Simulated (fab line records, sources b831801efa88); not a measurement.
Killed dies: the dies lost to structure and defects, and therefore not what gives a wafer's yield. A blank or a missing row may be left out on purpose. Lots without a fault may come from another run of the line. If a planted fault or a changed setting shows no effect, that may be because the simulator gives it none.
Check for tools in common ; flow sky130 ; Sample size 12 lots and 36 wafers

## THE REASON FOR OPENING IT
At SKY_VT_ADJUST_LVTN_TW_MEAS_21 the reading VT_ADJUST_LVTN_2_TW is flagged on 2 of 12 lots. Wafers without a fault read 187.9, standard deviation 1.1.
Rule: a lot is flagged when every wafer of it that has a number lies more than 4 standard deviations from that mean, or none has a number. The rest of the lots are taken to be sound.

lot;measured;on;VT_ADJUST_LVTN_2_TW, wafer by wafer;flag
L600;day 7 22:30;film metro-04;189.2 189.2 188.3;
L602;day 8 12:02;film metro-04;189.4 189.6 188.8;
L603;day 8 22:15;film metro-04;189.8 189.8 189.0;
L604;day 9 03:48;film metro-01;187.3 188.0 187.8;
L605;day 9 12:06;film metro-04;190.1 190.0 190.6;
L607;day 9 23:50;film metro-01;187.8 187.9 187.6;
L610;day 11 00:05;film metro-01;187.9 187.6 188.1;
L613;day 11 15:38;film metro-04;217.8 216.9 215.6;FLAGGED
L612;day 11 16:11;film metro-04;216.8 215.6 216.5;FLAGGED
L618;day 13 01:41;film metro-03;186.8 187.0 186.0;
L619;day 13 12:27;film metro-01;189.2 189.4 188.9;
L622;day 14 04:45;film metro-03;186.2 186.1 186.4;
The mean of the flagged lots' numbers is 216.5, +28.6 from the usual (+26 standard deviations).

## LOT BY LOT: THE TOOL USED
Before the reading, the record contains 2 process steps out of a 708-step route. In each cell: the tool, then ch and the chambers that the sampled wafers went through, then the start.
lot;flag;SKY_FIELD_ISO_CMP_27;SKY_VT_ADJUST_LVTN_IMPLANT_19
L600;;cmp-02 ch 0,2,3, day 2 15:18;implanter-01 ch 0, day 7 22:16
L602;;cmp-02 ch 2,3, day 3 00:52;implanter-03 ch 0, day 8 11:47
L603;;cmp-01 ch 1,2,3, day 3 06:40;implanter-01 ch 0, day 8 22:00
L604;;cmp-01 ch 0,1,2, day 3 12:56;implanter-02 ch 0, day 9 03:35
L605;;cmp-01 ch 0,1,3, day 3 16:55;implanter-03 ch 0, day 9 11:51
L607;;cmp-02 ch 1,2,3, day 4 03:36;implanter-01 ch 0, day 9 23:37
L610;;cmp-02 ch 0,1,2, day 4 22:49;implanter-02 ch 0, day 10 23:50
L613;FLAGGED;cmp-01 ch 0,1,3, day 5 10:47;implanter-01 ch 0, day 11 15:26
L612;FLAGGED;cmp-02 ch 1,2,3, day 5 09:14;implanter-01 ch 0, day 11 15:56
L618;;cmp-02 ch 1,2, day 6 11:27;implanter-03 ch 0, day 13 01:28
L619;;cmp-02 ch 0,1,3, day 6 19:58;implanter-03 ch 0, day 13 12:13
L622;;cmp-01 ch 1,2,3, day 7 09:11;implanter-02 ch 0, day 14 04:30
These steps, and what they do:
- SKY_FIELD_ISO_CMP_27: polishes, stops on Si3N4, t overpolish 16 s, target thk 457.8 nm.
- SKY_VT_ADJUST_LVTN_IMPLANT_19
- SKY_VT_ADJUST_LVTN_TW_MEAS_21

## FLAGGED AGAINST TOTAL, ONE TOOL AT A TIME (gauges that did the reading follow at the end)
step;tool;lots run;flagged;share of the flagged lots;sound lots run after its first flagged lot
SKY_FIELD_ISO_CMP_27;cmp-01;5;1;some;1 (L622)
SKY_FIELD_ISO_CMP_27;cmp-02;7;1;some;2 (L618,L619)
SKY_VT_ADJUST_LVTN_IMPLANT_19;implanter-01;5;2;all;0
SKY_VT_ADJUST_LVTN_IMPLANT_19;implanter-02;3;0;none;-
SKY_VT_ADJUST_LVTN_IMPLANT_19;implanter-03;4;0;none;-
SKY_VT_ADJUST_LVTN_TW_MEAS_21;film metro-01;4;0;none;-
SKY_VT_ADJUST_LVTN_TW_MEAS_21;film metro-03;2;0;none;-
SKY_VT_ADJUST_LVTN_TW_MEAS_21;film metro-04;6;2;all;0

## THE TABLE: WHAT IT ALLOWS
2 rows of the table ran every flagged lot: implanter-01 at SKY_VT_ADJUST_LVTN_IMPLANT_19, film metro-04 at SKY_VT_ADJUST_LVTN_TW_MEAS_21.
- implanter-01 at SKY_VT_ADJUST_LVTN_IMPLANT_19 ran 5 lots, 2 of them flagged. A fault beginning between L607 (day 9 23:37), its last sound lot, and L613 (day 11 15:26), its first flagged one, fits the data. Its own readings (dose ions cm2, faraday current uA) fall more than 4 standard deviations out on all wafers of the flagged lots.
- film metro-04 at SKY_VT_ADJUST_LVTN_TW_MEAS_21 ran 6 lots, 2 of them flagged. A fault beginning between L605 (day 9 12:06), its last sound lot, and L613 (day 11 15:38), its first flagged one, fits the data.
Because each of these 2 tools fits a fault that began at some hour, counting lots does not separate them. More lots, or a look at what each step does to the wafer, might.

## WHAT THE SIMULATOR HAD INSERTED
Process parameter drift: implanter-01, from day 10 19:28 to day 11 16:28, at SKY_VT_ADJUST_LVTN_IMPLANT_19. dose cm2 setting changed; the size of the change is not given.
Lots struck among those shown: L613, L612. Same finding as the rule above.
